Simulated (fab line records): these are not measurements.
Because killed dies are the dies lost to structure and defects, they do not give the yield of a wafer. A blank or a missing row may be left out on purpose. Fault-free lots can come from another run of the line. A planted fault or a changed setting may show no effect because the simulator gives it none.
fab line records / flow sky130 / part 2 of 2: steps 32 to 42 of 42
record: lots: 5 wafers: 15 last-day: 50
route steps=708 shown LDD_HVN@270 LDD_HVP@278 LDD_LDN@289 SPACER@304 POLY_CUT@307
lots that met no fault: from a run of the same line without faults
start-h: hours from the record's opening day to when the first of the lot's shown wafers began / wait-h: hours since the lot's step before / " identical to the entry in the row above / L1.1+2: one row covering several wafers at once / - either no value or no given start / * or withheld: withheld / < > ~ a bound
route shown NAME@n: a module of which the file shows steps, and the number in the route of the first / usual: mean and standard deviation over wafers with no fault / same: alike in all rows / chamber/n: place in a boat / sites: the reading at each site / _std_site: standard deviation of those values / _edge_site: inner sites' mean taken away from outer sites' mean / radius-mm: for every site, how far away it sits from the centre of the wafer / mask NAME#n: copy n / behind: the most recent tool/chamber to have shaped the wafer / hold: why the lot was held/for how many hours/how that ended / device: transistor that didn't switch, given as n, p or np / end of line: the same wafers' tests at the end of the route / for a step that has no rows: nothing shown but its recipe / killed: at the first sort, the dies lost to defects and structure; wafer yield is something else / map: per-die view of a wafer (x killed, . not killed, _ where there is no die)
set.NAME: the run value of the setting; set.NAME@STEP: its run value at that earlier step / model.NAME: the simulator's own value behind a step, which no gauge read
lots at selected steps of the route; one table per step, one row per wafer
services: from which hour (start-h, from the record's first day; less than 0 if before it) a tool's chamber was out of use, for how many hours, and why
== steps ==
step: SKY_LDD_LDN_STRIP_12
recipe: chemistry: O2/N2 power-w: 1400 pressure-mtorr: 1500 platen-temp-c: withheld o2-flow-sccm: 3000 n2-flow-sccm: 300 overash-fraction: 0.5
usual: drypump-motor-current-A: 5.79/0.25 oes-product-au: 0.716/0.0045 strip-time-to-endpoint-s: 14.17/0.039
lot.wafer=L076.1 tool=plasma-asher-02 chamber=1 start-h=549.72 wait-h=0.1 drypump-motor-current-A=5.74 oes-product-au=0.717 rf-hours-counter-h=76 strip-time-to-endpoint-s=14.16
lot.wafer=L076.2 tool=plasma-asher-02 chamber=0 start-h=549.72 wait-h=0.1 drypump-motor-current-A=6.02 oes-product-au=0.707 rf-hours-counter-h=76 strip-time-to-endpoint-s=14.15
lot.wafer=L076.5 tool=plasma-asher-02 chamber=0 start-h=549.72 wait-h=0.1 drypump-motor-current-A=5.99 oes-product-au=0.715 rf-hours-counter-h=- strip-time-to-endpoint-s=14.14
lot.wafer=L078.1 tool=plasma-asher-03 chamber=0 start-h=563.93 wait-h=0.1 drypump-motor-current-A=5.50 oes-product-au=0.718 rf-hours-counter-h=39 strip-time-to-endpoint-s=14.16
lot.wafer=L078.2 tool=plasma-asher-03 chamber=1 start-h=563.93 wait-h=0.1 drypump-motor-current-A=5.58 oes-product-au=0.723 rf-hours-counter-h=39 strip-time-to-endpoint-s=14.11
lot.wafer=L078.3 tool=plasma-asher-03 chamber=0 start-h=563.93 wait-h=0.1 drypump-motor-current-A=5.51 oes-product-au=0.712 rf-hours-counter-h=- strip-time-to-endpoint-s=14.18
lot.wafer=L081.2 tool=plasma-asher-02 chamber=0 start-h=599.38 wait-h=0.1 drypump-motor-current-A=5.99 oes-product-au=0.712 rf-hours-counter-h=81 strip-time-to-endpoint-s=14.17
lot.wafer=L081.3 tool=plasma-asher-02 chamber=0 start-h=599.38 wait-h=0.1 drypump-motor-current-A=6.01 oes-product-au=0.713 rf-hours-counter-h=- strip-time-to-endpoint-s=14.17
lot.wafer=L081.6 tool=plasma-asher-02 chamber=1 start-h=599.38 wait-h=0.1 drypump-motor-current-A=5.71 oes-product-au=0.710 rf-hours-counter-h=- strip-time-to-endpoint-s=14.16
lot.wafer=L085.1 tool=plasma-asher-01 chamber=0 start-h=625.38 wait-h=0.1 drypump-motor-current-A=6.25 oes-product-au=0.717 rf-hours-counter-h=19 strip-time-to-endpoint-s=14.14
lot.wafer=L085.3 tool=plasma-asher-01 chamber=0 start-h=625.38 wait-h=0.1 drypump-motor-current-A=6.27 oes-product-au=0.717 rf-hours-counter-h=- strip-time-to-endpoint-s=14.13
lot.wafer=L085.5 tool=plasma-asher-01 chamber=0 start-h=625.38 wait-h=0.1 drypump-motor-current-A=6.25 oes-product-au=0.717 rf-hours-counter-h=- strip-time-to-endpoint-s=14.14
lot.wafer=L095.2 tool=plasma-asher-02 chamber=1 start-h=702.17 wait-h=0.1 drypump-motor-current-A=5.72 oes-product-au=0.723 rf-hours-counter-h=91 strip-time-to-endpoint-s=14.18
lot.wafer=L095.4 tool=plasma-asher-02 chamber=1 start-h=702.17 wait-h=0.1 drypump-motor-current-A=5.71 oes-product-au=0.710 rf-hours-counter-h=- strip-time-to-endpoint-s=14.15
lot.wafer=L095.5 tool=plasma-asher-02 chamber=1 start-h=702.17 wait-h=0.1 drypump-motor-current-A=5.71 oes-product-au=0.717 rf-hours-counter-h=- strip-time-to-endpoint-s=14.16
step: SKY_LDD_LDN_TW_MEAS_13
usual: LDD_LDN_TW: 1484/6.6
lot.wafer=L076.1 tool=film-metro-03 chamber=- start-h=549.82 wait-h=0.1 LDD_LDN_TW=1495
lot.wafer=L076.2 tool=film-metro-03 chamber=- start-h=549.82 wait-h=0.1 LDD_LDN_TW=1485
lot.wafer=L076.5 tool=film-metro-03 chamber=- start-h=549.82 wait-h=0.1 LDD_LDN_TW=1492
lot.wafer=L078.1 tool=film-metro-03 chamber=- start-h=564.03 wait-h=0.1 LDD_LDN_TW=1485
lot.wafer=L078.2 tool=film-metro-03 chamber=- start-h=564.03 wait-h=0.1 LDD_LDN_TW=1484
lot.wafer=L078.3 tool=film-metro-03 chamber=- start-h=564.03 wait-h=0.1 LDD_LDN_TW=1484
lot.wafer=L081.2 tool=film-metro-04 chamber=- start-h=599.49 wait-h=0.1 LDD_LDN_TW=1477
lot.wafer=L081.3 tool=film-metro-04 chamber=- start-h=599.49 wait-h=0.1 LDD_LDN_TW=1478
lot.wafer=L081.6 tool=film-metro-04 chamber=- start-h=599.49 wait-h=0.1 LDD_LDN_TW=1477
lot.wafer=L085.1 tool=film-metro-04 chamber=- start-h=625.48 wait-h=0.1 LDD_LDN_TW=1484
lot.wafer=L085.3 tool=film-metro-04 chamber=- start-h=625.48 wait-h=0.1 LDD_LDN_TW=1483
lot.wafer=L085.5 tool=film-metro-04 chamber=- start-h=625.48 wait-h=0.1 LDD_LDN_TW=1481
lot.wafer=L095.2 tool=film-metro-01 chamber=- start-h=702.28 wait-h=0.1 LDD_LDN_TW=1481
lot.wafer=L095.4 tool=film-metro-01 chamber=- start-h=702.28 wait-h=0.1 LDD_LDN_TW=1483
lot.wafer=L095.5 tool=film-metro-01 chamber=- start-h=702.28 wait-h=0.1 LDD_LDN_TW=1483
step: SKY_LDD_LDN_CLEAN_14
recipe: chemistry: SC1/SC2 mix: 1:4:20 temp-c: 70 time-s: 150 dry: n2-spin
lot.wafer=L076.1+2+5 tool=wet-bench-01 chamber=0 start-h=549.88 wait-h=0.1
lot.wafer=L078.1+2+3 tool=wet-bench-02 chamber=3 start-h=564.09 wait-h=0.1
lot.wafer=L081.2+3+6 tool=wet-bench-04 chamber=3 start-h=599.54 wait-h=0.0
lot.wafer=L085.1+3+5 tool=wet-bench-04 chamber=2 start-h=625.54 wait-h=0.1
lot.wafer=L095.2+4+5 tool=wet-bench-04 chamber=2 start-h=702.33 wait-h=0.0
step: SKY_SPACER_CVD_00
recipe: material: Si3N4 precursor: DCS/NH3 target-thk-nm: 43.1 temp-c: 770 time-s: 740 pressure-mtorr: 250
usual: pressure-mtorr: 249.9/0.46 spike-tc-bottom-C: 790.2/1.6 zone-power-lower-pct: 14.2/1.1
lot.wafer=L076.1 tool=lpcvd-02 chamber=0 start-h=552.25 wait-h=2.3 pressure-mtorr=249.6 spike-tc-bottom-C=792.7 zone-power-lower-pct=12.8
lot.wafer=L076.2 tool=lpcvd-02 chamber=0 start-h=552.25 wait-h=2.3 pressure-mtorr=250.3 spike-tc-bottom-C=792.5 zone-power-lower-pct=12.9
lot.wafer=L076.5 tool=lpcvd-02 chamber=0 start-h=552.25 wait-h=2.3 pressure-mtorr=249.3 spike-tc-bottom-C=790.8 zone-power-lower-pct=12.8
lot.wafer=L078.1 tool=lpcvd-02 chamber=1 start-h=564.14 wait-h=0.0 pressure-mtorr=250.0 spike-tc-bottom-C=789.3 zone-power-lower-pct=15.1
lot.wafer=L078.2 tool=lpcvd-02 chamber=1 start-h=564.14 wait-h=0.0 pressure-mtorr=249.5 spike-tc-bottom-C=789.2 zone-power-lower-pct=15.2
lot.wafer=L078.3 tool=lpcvd-02 chamber=1 start-h=564.14 wait-h=0.0 pressure-mtorr=249.5 spike-tc-bottom-C=790.1 zone-power-lower-pct=14.7
lot.wafer=L081.2 tool=lpcvd-02 chamber=0 start-h=601.13 wait-h=1.5 pressure-mtorr=249.3 spike-tc-bottom-C=792.8 zone-power-lower-pct=12.6
lot.wafer=L081.3 tool=lpcvd-02 chamber=0 start-h=601.13 wait-h=1.5 pressure-mtorr=250.1 spike-tc-bottom-C=792.3 zone-power-lower-pct=12.8
lot.wafer=L081.6 tool=lpcvd-02 chamber=0 start-h=601.13 wait-h=1.5 pressure-mtorr=249.6 spike-tc-bottom-C=791.9 zone-power-lower-pct=12.9
lot.wafer=L085.1 tool=lpcvd-02 chamber=1 start-h=625.59 wait-h=0.0 pressure-mtorr=249.5 spike-tc-bottom-C=790.9 zone-power-lower-pct=15.1
lot.wafer=L085.3 tool=lpcvd-02 chamber=1 start-h=625.59 wait-h=0.0 pressure-mtorr=249.8 spike-tc-bottom-C=788.4 zone-power-lower-pct=15.0
lot.wafer=L085.5 tool=lpcvd-02 chamber=1 start-h=625.59 wait-h=0.0 pressure-mtorr=249.7 spike-tc-bottom-C=790.7 zone-power-lower-pct=15.0
lot.wafer=L095.2 tool=lpcvd-02 chamber=1 start-h=717.59 wait-h=15.2 pressure-mtorr=249.5 spike-tc-bottom-C=789.1 zone-power-lower-pct=15.2
lot.wafer=L095.4 tool=lpcvd-02 chamber=1 start-h=717.59 wait-h=15.2 pressure-mtorr=250.1 spike-tc-bottom-C=791.6 zone-power-lower-pct=15.1
lot.wafer=L095.5 tool=lpcvd-02 chamber=1 start-h=717.59 wait-h=15.2 pressure-mtorr=249.0 spike-tc-bottom-C=789.2 zone-power-lower-pct=14.9
step: SKY_SPACER_THK_MEAS_01
recipe: reads: Si3N4_of_SPACER_CVD_00
usual: SPACER_CVD_00_THK: 43.0/0.43
lot.wafer=L076.1 tool=film-metro-01 chamber=- start-h=553.46 wait-h=0.0 SPACER_CVD_00_THK[nm]=42.9
lot.wafer=L076.2 tool=film-metro-01 chamber=- start-h=553.46 wait-h=0.0 SPACER_CVD_00_THK[nm]=43.0
lot.wafer=L076.5 tool=film-metro-01 chamber=- start-h=553.46 wait-h=0.0 SPACER_CVD_00_THK[nm]=43.3
lot.wafer=L078.1 tool=film-metro-01 chamber=- start-h=565.35 wait-h=0.0 SPACER_CVD_00_THK[nm]=42.9
lot.wafer=L078.2 tool=film-metro-01 chamber=- start-h=565.35 wait-h=0.0 SPACER_CVD_00_THK[nm]=42.4
lot.wafer=L078.3 tool=film-metro-01 chamber=- start-h=565.35 wait-h=0.0 SPACER_CVD_00_THK[nm]=42.2
lot.wafer=L081.2 tool=film-metro-01 chamber=- start-h=602.34 wait-h=0.0 SPACER_CVD_00_THK[nm]=44.0
lot.wafer=L081.3 tool=film-metro-01 chamber=- start-h=602.34 wait-h=0.0 SPACER_CVD_00_THK[nm]=43.9
lot.wafer=L081.6 tool=film-metro-01 chamber=- start-h=602.34 wait-h=0.0 SPACER_CVD_00_THK[nm]=43.5
lot.wafer=L085.1 tool=film-metro-02 chamber=- start-h=626.79 wait-h=0.0 SPACER_CVD_00_THK[nm]=43.0
lot.wafer=L085.3 tool=film-metro-02 chamber=- start-h=626.79 wait-h=0.0 SPACER_CVD_00_THK[nm]=43.3
lot.wafer=L085.5 tool=film-metro-02 chamber=- start-h=626.79 wait-h=0.0 SPACER_CVD_00_THK[nm]=43.3
lot.wafer=L095.2 tool=film-metro-01 chamber=- start-h=718.80 wait-h=0.0 SPACER_CVD_00_THK[nm]=43.0
lot.wafer=L095.4 tool=film-metro-01 chamber=- start-h=718.80 wait-h=0.0 SPACER_CVD_00_THK[nm]=43.0
lot.wafer=L095.5 tool=film-metro-01 chamber=- start-h=718.80 wait-h=0.0 SPACER_CVD_00_THK[nm]=42.7
step: SKY_SPACER_ETCHBACK_02
recipe: chemistry: CH3F/O2 target: Si3N4 stop-on: SiO2 source-w: 400 bias-w: 80 pressure-mtorr: 25 ch3f-flow-sccm: 40 O2_flow_sccm: 30 time-s: 46.7 target-depth-a: 450
usual: drypump-motor-current-A: 5.6/0.51 oes-product-au: 0.854/0.0062 throttle-valve-pct: 10.563/0.0097
lot.wafer=L076.1 tool=rie-diel-02 chamber=3 start-h=553.52 wait-h=0.1 drypump-motor-current-A=5.9 oes-product-au=0.848 rf-hours-counter-h=59 throttle-valve-pct=10.562
lot.wafer=L076.2 tool=rie-diel-02 chamber=0 start-h=553.52 wait-h=0.1 drypump-motor-current-A=5.2 oes-product-au=0.848 rf-hours-counter-h=23 throttle-valve-pct=10.563
lot.wafer=L076.5 tool=rie-diel-02 chamber=1 start-h=553.52 wait-h=0.1 drypump-motor-current-A=4.9 oes-product-au=0.856 rf-hours-counter-h=- throttle-valve-pct=10.569
lot.wafer=L078.1 tool=rie-diel-03 chamber=3 start-h=565.41 wait-h=0.1 drypump-motor-current-A=6.4 oes-product-au=0.848 rf-hours-counter-h=47 throttle-valve-pct=10.574
lot.wafer=L078.2 tool=rie-diel-03 chamber=0 start-h=565.41 wait-h=0.1 drypump-motor-current-A=5.3 oes-product-au=0.847 rf-hours-counter-h=14 throttle-valve-pct=10.552
lot.wafer=L078.3 tool=rie-diel-03 chamber=1 start-h=565.41 wait-h=0.1 drypump-motor-current-A=6.0 oes-product-au=0.846 rf-hours-counter-h=27 throttle-valve-pct=10.562
lot.wafer=L081.2 tool=rie-diel-02 chamber=0 start-h=602.39 wait-h=0.0 drypump-motor-current-A=5.2 oes-product-au=0.864 rf-hours-counter-h=23 throttle-valve-pct=10.548
lot.wafer=L081.3 tool=rie-diel-02 chamber=1 start-h=602.39 wait-h=0.0 drypump-motor-current-A=4.9 oes-product-au=0.865 rf-hours-counter-h=10 throttle-valve-pct=10.552
lot.wafer=L081.6 tool=rie-diel-02 chamber=1 start-h=602.39 wait-h=0.0 drypump-motor-current-A=4.9 oes-product-au=0.858 rf-hours-counter-h=- throttle-valve-pct=10.554
lot.wafer=L085.1 tool=rie-diel-02 chamber=0 start-h=626.85 wait-h=0.1 drypump-motor-current-A=5.2 oes-product-au=0.853 rf-hours-counter-h=23 throttle-valve-pct=10.565
lot.wafer=L085.3 tool=rie-diel-02 chamber=2 start-h=626.85 wait-h=0.1 drypump-motor-current-A=6.3 oes-product-au=0.856 rf-hours-counter-h=10 throttle-valve-pct=10.548
lot.wafer=L085.5 tool=rie-diel-02 chamber=1 start-h=626.85 wait-h=0.1 drypump-motor-current-A=4.9 oes-product-au=0.859 rf-hours-counter-h=- throttle-valve-pct=10.573
lot.wafer=L095.2 tool=rie-diel-04 chamber=0 start-h=718.85 wait-h=0.0 drypump-motor-current-A=5.7 oes-product-au=0.863 rf-hours-counter-h=16 throttle-valve-pct=10.552
lot.wafer=L095.4 tool=rie-diel-04 chamber=3 start-h=718.85 wait-h=0.0 drypump-motor-current-A=5.3 oes-product-au=0.857 rf-hours-counter-h=1 throttle-valve-pct=10.543
lot.wafer=L095.5 tool=rie-diel-04 chamber=1 start-h=718.85 wait-h=0.0 drypump-motor-current-A=5.4 oes-product-au=0.851 rf-hours-counter-h=- throttle-valve-pct=10.545
step: SKY_POLY_CUT_DEHYDRATE_00
recipe: temp-c: 200 time-s: 60
lot.wafer=L076.1+2+5 tool=litho-track-02 chamber=0 start-h=567.69 wait-h=14.1
lot.wafer=L078.1+2+3 tool=litho-track-02 chamber=0 start-h=579.19 wait-h=13.8
lot.wafer=L081.2+3+6 tool=litho-track-04 chamber=0 start-h=616.48 wait-h=14.1
lot.wafer=L085.1+3+5 tool=litho-track-02 chamber=0 start-h=640.54 wait-h=13.7
lot.wafer=L095.2+4+5 tool=litho-track-04 chamber=0 start-h=730.83 wait-h=12.0
step: SKY_POLY_CUT_HMDS_01
recipe: prime-time-s: 60 prime-temp-c: 120
lot.wafer=L076.1+2+5 tool=litho-track-02 chamber=0 start-h=567.84 wait-h=0.1
lot.wafer=L078.1+2+3 tool=litho-track-02 chamber=0 start-h=579.34 wait-h=0.1
lot.wafer=L081.2+3+6 tool=litho-track-04 chamber=0 start-h=616.63 wait-h=0.1
lot.wafer=L085.1+3+5 tool=litho-track-02 chamber=0 start-h=640.69 wait-h=0.1
lot.wafer=L095.2+4+5 tool=litho-track-04 chamber=0 start-h=730.98 wait-h=0.1
step: SKY_POLY_CUT_COAT_02
recipe: resist: BARC temp-c: withheld time-s: withheld spin-rpm: 3000 resist-thk-nm: 60
lot.wafer=L076.1+2+5 tool=litho-track-02 chamber=0 start-h=567.99 wait-h=0.1
lot.wafer=L078.1+2+3 tool=litho-track-02 chamber=0 start-h=579.49 wait-h=0.1
lot.wafer=L081.2+3+6 tool=litho-track-04 chamber=0 start-h=616.78 wait-h=0.1
lot.wafer=L085.1+3+5 tool=litho-track-02 chamber=0 start-h=640.84 wait-h=0.1
lot.wafer=L095.2+4+5 tool=litho-track-04 chamber=0 start-h=731.13 wait-h=0.1
step: SKY_POLY_CUT_COAT_03
recipe: resist: KrF-thick spin-rpm: 3000 resist-thk-nm: 450
lot.wafer=L076.1+2+5 tool=litho-track-02 chamber=0 start-h=- wait-h=-
lot.wafer=L078.1+2+3 tool=litho-track-02 chamber=0 start-h=- wait-h=-
lot.wafer=L081.2+3+6 tool=litho-track-04 chamber=0 start-h=- wait-h=-
lot.wafer=L085.1+3+5 tool=litho-track-02 chamber=0 start-h=- wait-h=-
lot.wafer=L095.2+4+5 tool=litho-track-04 chamber=0 start-h=- wait-h=-
step: SKY_POLY_CUT_SOFTBAKE_04
recipe: temp-c: 100 time-s: 90 resist: KrF-thick
lot.wafer=L076.1+2+5 tool=litho-track-02 chamber=0 start-h=- wait-h=-
lot.wafer=L078.1+2+3 tool=litho-track-02 chamber=0 start-h=- wait-h=-
lot.wafer=L081.2+3+6 tool=litho-track-04 chamber=0 start-h=- wait-h=-
lot.wafer=L085.1+3+5 tool=litho-track-02 chamber=0 start-h=- wait-h=-
lot.wafer=L095.2+4+5 tool=litho-track-04 chamber=0 start-h=- wait-h=-
== services ==
tool=plasma-asher-03 chamber=- start-h=450.99 hours=2.9 kind=repair
tool=implanter-04 chamber=- start-h=456.13 hours=1.7 kind=repair
tool=plasma-asher-03 chamber=- start-h=468.00 hours=18.4 kind=pm
tool=iline-stepper-02 chamber=- start-h=473.31 hours=2.1 kind=pm
tool=implanter-04 chamber=- start-h=479.64 hours=4.8 kind=pm
tool=iline-stepper-01 chamber=- start-h=508.58 hours=2.7 kind=repair
tool=iline-stepper-02 chamber=- start-h=518.33 hours=1.9 kind=repair
tool=iline-stepper-02 chamber=- start-h=531.51 hours=4.4 kind=pm
tool=iline-stepper-02 chamber=- start-h=535.95 hours=1.7 kind=pm
tool=iline-stepper-01 chamber=- start-h=561.42 hours=10.8 kind=repair
tool=lpcvd-02 chamber=- start-h=576.16 hours=6.1 kind=pm
tool=implanter-02 chamber=- start-h=577.87 hours=10.7 kind=pm
tool=implanter-03 chamber=- start-h=615.02 hours=2.0 kind=repair
tool=plasma-asher-03 chamber=- start-h=624.84 hours=1.1 kind=repair
tool=iline-stepper-02 chamber=- start-h=634.70 hours=11.0 kind=repair
tool=implanter-04 chamber=- start-h=643.13 hours=5.3 kind=pm
tool=plasma-asher-03 chamber=- start-h=645.32 hours=2.8 kind=pm
tool=iline-stepper-01 chamber=- start-h=654.55 hours=1.7 kind=pm
tool=iline-stepper-02 chamber=- start-h=691.62 hours=0.8 kind=repair
tool=iline-stepper-02 chamber=- start-h=702.91 hours=3.6 kind=repair
tool=implanter-02 chamber=- start-h=707.63 hours=17.4 kind=pm
tool=implanter-03 chamber=- start-h=710.81 hours=1.2 kind=repair
tool=iline-stepper-01 chamber=- start-h=710.98 hours=6.9 kind=repair
tool=iline-stepper-01 chamber=- start-h=726.57 hours=8.9 kind=pm
